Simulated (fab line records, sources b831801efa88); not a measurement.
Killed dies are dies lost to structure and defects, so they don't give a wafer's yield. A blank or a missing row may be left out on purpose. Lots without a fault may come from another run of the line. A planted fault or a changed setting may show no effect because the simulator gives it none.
fab line records | flow gf180mcu
record lots=13 wafers=39 last_day=34
route steps=602 shown MVSD@75 HV_LDD@187 SALICIDE@286 V1@340
lots that met no fault: from a run of the same line without faults
start_h: hours from the record's first day to the start of the lot's first wafer shown | wait_h: hours since the lot's step before | " the same as in the row above | L1.1+2: a row that stands for several wafers | - no value, or no start given | * or withheld: withheld | < > ~ a bound
route shown NAME@n: a module of which the file shows steps, and the number in the route of the first | usual: mean/standard deviation of fault-free wafers | same: alike in all rows | chamber/n: place in a boat | sites: the reading at each site | _std_site: their standard deviation | _edge_site: outer sites' mean less inner sites' | radius_mm: how far each site lies from the wafer's centre | mask NAME#n: copy n | behind: the tool/chamber that last shaped the wafer | hold: why the lot was held/for how many hours/how that ended | device: the transistor (n, p or np) that didn't switch | end of line: the same wafers' tests at the end of the route | a step without rows: its recipe alone | killed: dies lost to structure and defects at the first sort, not the wafer's yield | map: a wafer's dies, x killed, . not, _ none there
set.NAME: the setting as run; set.NAME@STEP: as run at that earlier step | model.NAME: the simulator's own value behind a step, which no gauge read
steps of the route over a sample of lots; a table a step, a row a wafer
services: from which hour (start_h, from the record's first day; less than 0 if before it) a tool's chamber was out of use, for how many hours, and why
## steps
# step GF_MVSD_IMPLANT_09
# recipe species=P energy_kev=100 dose_cm2=5e+12 tilt_deg=0
# usual beam_energy_keV=99.99/0.032 dose_ions_cm2=5e+12/5.6e+09 faraday_current_uA=28.1/0.56
# same implant_ion_amu=31
# columns lot.wafer tool chamber start_h wait_h beam_energy_keV dose_ions_cm2 faraday_current_uA
L792.2 implanter-01 0 80.59 0.1 99.99 4.989e+12 27.6
L792.5 " 0 " " 100.01 4.993e+12 28.4
L792.6 " 0 " " 100.00 4.998e+12 27.1
L794.1 implanter-03 0 92.09 0.1 100.04 5e+12 27.7
L794.3 " 0 " " 99.99 5.005e+12 27.5
L794.6 " 0 " " 100.04 5.002e+12 28.6
L797.1 implanter-01 0 123.06 0.1 100.00 4.997e+12 28.6
L797.2 " 0 " " 99.99 5.009e+12 28.8
L797.3 " 0 " " 99.99 4.999e+12 28.2
L798.3 implanter-03 0 125.66 0.1 100.01 4.997e+12 27.9
L798.4 " 0 " " 100.00 4.993e+12 28.5
L798.6 " 0 " " 100.00 5.006e+12 27.7
L799.2 implanter-01 0 126.09 0.1 99.98 5.008e+12 28.0
L799.3 " 0 " " 99.95 4.996e+12 27.8
L799.4 " 0 " " 99.97 5.003e+12 28.6
L800.1 implanter-03 0 131.41 0.1 99.95 4.997e+12 27.8
L800.3 " 0 " " 100.01 5.005e+12 28.2
L800.4 " 0 " " 99.95 4.998e+12 28.9
L801.2 implanter-01 0 140.14 0.1 99.95 4.997e+12 29.6
L801.3 " 0 " " 99.94 5.006e+12 28.3
L801.5 " 0 " " 99.97 4.999e+12 27.8
L802.1 implanter-03 0 142.39 0.1 100.00 7.714e+12 42.8
L802.2 " 0 " " 100.01 7.705e+12 42.5
L802.3 " 0 " " 100.00 7.713e+12 43.9
L805.3 implanter-03 0 157.36 0.1 99.91 7.706e+12 42.6
L805.4 " 0 " " 100.01 7.715e+12 43.9
L805.6 " 0 " " 99.98 7.705e+12 43.6
L807.1 implanter-01 0 170.21 0.1 99.97 5.006e+12 27.8
L807.2 " 0 " " 99.98 5.002e+12 28.2
L807.4 " 0 " " 100.00 5.004e+12 27.9
L812.1 implanter-01 0 196.56 0.1 100.02 4.992e+12 29.1
L812.3 " 0 " " 100.03 4.992e+12 28.0
L812.4 " 0 " " 100.00 4.992e+12 29.2
L813.1 implanter-02 0 201.99 0.1 99.98 5.006e+12 28.3
L813.3 " 0 " " 99.95 4.998e+12 28.0
L813.5 " 0 " " 99.98 5.004e+12 28.0
L815.3 implanter-02 0 211.31 0.1 100.00 4.993e+12 28.3
L815.5 " 0 " " 99.99 4.99e+12 28.6
L815.6 " 0 " " 100.03 5e+12 28.2
# step GF_VT_IMPLANT_RS_MEAS_46
# recipe thk_meas_gauge=four-point-probe
# usual MVSD_RS=457.1/1.1
# columns lot.wafer tool chamber start_h wait_h MVSD_RS[ohm/sq]
L792.2 film_metro-02 - 155.70 0.1 457.1
L792.5 " - " " 456.8
L792.6 " - " " 456.9
L794.1 film_metro-01 - 167.66 0.1 455.3
L794.3 " - " " 455.7
L794.6 " - " " 455.2
L797.1 film_metro-02 - 200.87 0.1 456.7
L797.2 " - " " 456.3
L797.3 " - " " 456.8
L798.3 film_metro-04 - 205.54 0.1 457.8
L798.4 " - " " 458.2
L798.6 " - " " 458.7
L799.2 film_metro-04 - 206.32 0.2 456.7
L799.3 " - " " 456.1
L799.4 " - " " 456.3
L800.1 film_metro-04 - 211.97 0.1 457.2
L800.3 " - " " 457.2
L800.4 " - " " 457.7
L801.2 film_metro-02 - 221.27 0.1 459.1
L801.3 " - " " 456.4
L801.5 " - " " 455.9
L802.1 film_metro-01 - 224.20 0.1 423.5
L802.2 " - " " 425.4
L802.3 " - " " 424.6
L805.3 film_metro-02 - 242.61 0.1 424.5
L805.4 " - " " 424.5
L805.6 " - " " 425.5
L807.1 film_metro-01 - 256.20 0.1 456.4
L807.2 " - " " 454.9
L807.4 " - " " 457.0
L812.1 film_metro-02 - 291.50 0.2 458.0
L812.3 " - " " 456.9
L812.4 " - " " 457.7
L813.1 film_metro-02 - 296.47 0.1 456.3
L813.3 " - " " 455.7
L813.5 " - " " 456.1
L815.3 film_metro-02 - 307.24 0.1 457.8
L815.5 " - " " 456.3
L815.6 " - " " 457.3
# step GF_HV_LDD_TW_MEAS_11
# usual HV_LDD_TW=2412/23
# columns lot.wafer tool chamber start_h wait_h HV_LDD_TW
L792.2 film_metro-04 - 215.12 0.1 2422
L792.5 " - " " 2416
L792.6 " - " " 2431
L794.1 film_metro-02 - 234.73 0.1 2375
L794.3 " - " " 2375
L794.6 " - " " 2378
L797.1 film_metro-02 - 262.66 0.1 2368
L797.2 " - " " 2375
L797.3 " - " " 2370
L799.2 film_metro-04 - 270.62 0.1 2436
L799.3 " - " " 2422
L799.4 " - " " 2428
L798.3 film_metro-02 - 270.93 0.1 2384
L798.4 " - " " 2380
L798.6 " - " " 2398
L800.1 film_metro-04 - 277.88 0.1 2415
L800.3 " - " " 2431
L800.4 " - " " 2434
L801.2 film_metro-01 - 286.97 0.1 2390
L801.3 " - " " 2413
L801.5 " - " " 2420
L802.1 film_metro-04 - 289.26 0.1 2437
L802.2 " - " " 2425
L802.3 " - " " 2429
L805.3 film_metro-04 - 309.45 0.1 2430
L805.4 " - " " 2435
L805.6 " - " " 2427
L807.1 film_metro-01 - 325.56 0.1 2420
L807.2 " - " " 2425
L807.4 " - " " 2425
L812.1 film_metro-01 - 363.23 0.1 2395
L812.3 " - " " 2418
L812.4 " - " " 2415
L813.1 film_metro-02 - 371.98 0.1 2383
L813.3 " - " " 2374
L813.5 " - " " 2400
L815.3 film_metro-01 - 382.15 0.1 2429
L815.5 " - " " 2412
L815.6 " - " " 2421
# step GF_SALICIDE_RTA_08
# recipe temp_c=800 time_s=30 ambient=N2
# usual lamp_power_pct=16.6/0.73 wafer_temp_C_max=804.2/1.5
# same time_s=30
# columns lot.wafer tool chamber start_h wait_h lamp_power_pct wafer_temp_C_max
L792.2 rtp_anneal-01 0 341.44 0.0 15.9 804.3
L792.5 " 0 " " 16.0 806.0
L792.6 " 0 " " 16.0 805.2
L794.1 rtp_anneal-01 0 363.38 0.0 16.0 806.6
L794.3 " 0 " " 16.0 804.1
L794.6 " 0 " " 16.0 805.5
L797.1 rtp_anneal-02 0 394.40 0.0 17.4 802.8
L797.2 " 0 " " 17.5 803.3
L797.3 " 0 " " 17.5 802.1
L799.2 rtp_anneal-02 0 405.41 0.0 17.4 802.8
L799.3 " 0 " " 17.4 802.4
L799.4 " 0 " " 17.5 801.5
L798.3 rtp_anneal-01 0 405.55 0.0 16.0 805.4
L798.4 " 0 " " 16.0 804.4
L798.6 " 0 " " 15.9 804.7
L800.1 rtp_anneal-02 0 413.86 0.0 17.5 802.3
L800.3 " 0 " " 17.5 802.7
L800.4 " 0 " " 17.4 802.9
L801.2 rtp_anneal-01 0 423.01 0.0 16.0 805.1
L801.3 " 0 " " 16.0 804.6
L801.5 " 0 " " 16.0 806.5
L802.1 rtp_anneal-02 0 429.22 0.0 17.5 803.9
L802.2 " 0 " " 17.5 804.2
L802.3 " 0 " " 17.4 801.6
L805.3 rtp_anneal-02 0 452.13 0.0 17.5 802.8
L805.4 " 0 " " 17.5 802.8
L805.6 " 0 " " 17.5 802.6
L807.1 rtp_anneal-02 0 468.44 0.0 17.5 802.4
L807.2 " 0 " " 17.5 802.4
L807.4 " 0 " " 17.5 801.6
L812.1 rtp_anneal-01 0 509.10 0.0 16.0 805.4
L812.3 " 0 " " 16.0 804.5
L812.4 " 0 " " 16.0 805.7
L813.1 rtp_anneal-01 0 519.93 0.0 16.0 807.0
L813.3 " 0 " " 16.0 806.0
L813.5 " 0 " " 16.0 806.4
L815.3 rtp_anneal-01 0 528.55 0.0 16.0 805.3
L815.5 " 0 " " 15.9 805.1
L815.6 " 0 " " 16.0 805.0
# step GF_V1_BOW_MEAS_05
# recipe mode=bow
# usual V1_BOW=81/7.3
# columns lot.wafer tool chamber start_h wait_h V1_BOW[um]
L792.2 film_metro-04 - 389.95 0.2 93
L792.5 " - " " 90
L792.6 " - " " 86
L794.1 film_metro-03 - 412.43 0.1 94
L794.3 " - " " 90
L794.6 " - " " 87
L797.1 film_metro-04 - 445.08 0.2 92
L797.2 " - " " 74
L797.3 " - " " 92
L799.2 film_metro-04 - 456.40 0.2 75
L799.3 " - " " 82
L799.4 " - " " 81
L798.3 film_metro-03 - 456.69 0.3 90
L798.4 " - " " 86
L798.6 " - " " 79
L800.1 film_metro-01 - 465.19 0.2 82
L800.3 " - " " 76
L800.4 " - " " 95
L801.2 film_metro-01 - 474.44 0.1 67
L801.3 " - " " 82
L801.5 " - " " 76
L802.1 film_metro-03 - 481.05 0.2 77
L802.2 " - " " 88
L802.3 " - " " 71
L805.3 film_metro-01 - 503.75 0.3 78
L805.4 " - " " 97
L805.6 " - " " 81
L807.1 film_metro-01 - 519.46 0.1 90
L807.2 " - " " 81
L807.4 " - " " 87
L812.1 film_metro-01 - 558.50 0.2 81
L812.3 " - " " 93
L812.4 " - " " 80
L813.1 film_metro-03 - 568.57 0.1 85
L813.3 " - " " 87
L813.5 " - " " 79
L815.3 film_metro-03 - 575.43 0.2 91
L815.5 " - " " 90
L815.6 " - " " 80
## services
# columns tool chamber start_h hours kind
implanter-03 - 172.40 3.8 repair
rtp_anneal-01 - 189.86 6.7 pm
implanter-01 - 200.64 2.0 repair
implanter-02 - 212.82 1.6 repair
implanter-02 - 236.28 3.2 repair
implanter-03 - 304.01 5.1 pm
implanter-01 - 311.01 7.2 pm
implanter-01 - 340.18 2.7 repair
implanter-02 - 350.26 2.9 repair
implanter-03 - 428.03 4.0 repair
implanter-01 - 446.71 2.4 pm
rtp_anneal-02 - 455.08 4.1 pm
implanter-02 - 490.79 5.7 pm
implanter-03 - 523.22 3.1 repair
implanter-02 - 523.69 2.5 repair
## key
first_sign step=GF_MVSD_IMPLANT_09 reading=dose_ions_cm2 direction=up sigmas=99+ usual=5e+12 struck=7.709e+12
effect step=GF_MVSD_IMPLANT_09 reading=faraday_current_uA direction=up sigmas=27 usual=28.1 struck=43.2
effect step=GF_VT_IMPLANT_RS_MEAS_46 reading=MVSD_RS direction=down sigmas=28 usual=457.1 struck=424.7
met_at GF_MVSD_IMPLANT_09
struck_lots L802,L805
tester_left_out L802,L805
not_acting_at GF_HV_LDD_TW_MEAS_11,GF_SALICIDE_RTA_08,GF_V1_BOW_MEAS_05
onset_between 131.41 142.39
fault kind=process_parameter_drift tool=implanter-03 chamber=- onset_h=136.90 steps=GF_MVSD_IMPLANT_09 channel=dose_cm2 offset=2.7043e+12 shape=step end_h=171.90 acts_in=these_recipes_only stated=5e+12
# tester_left_out: of these lots the tester's yield and bins aren't shown, on N5 and GAA mostly nor the transistor test; their killed dies are dies lost to structure and defects alone, not to doping, threshold or leakage, so they don't give the yield
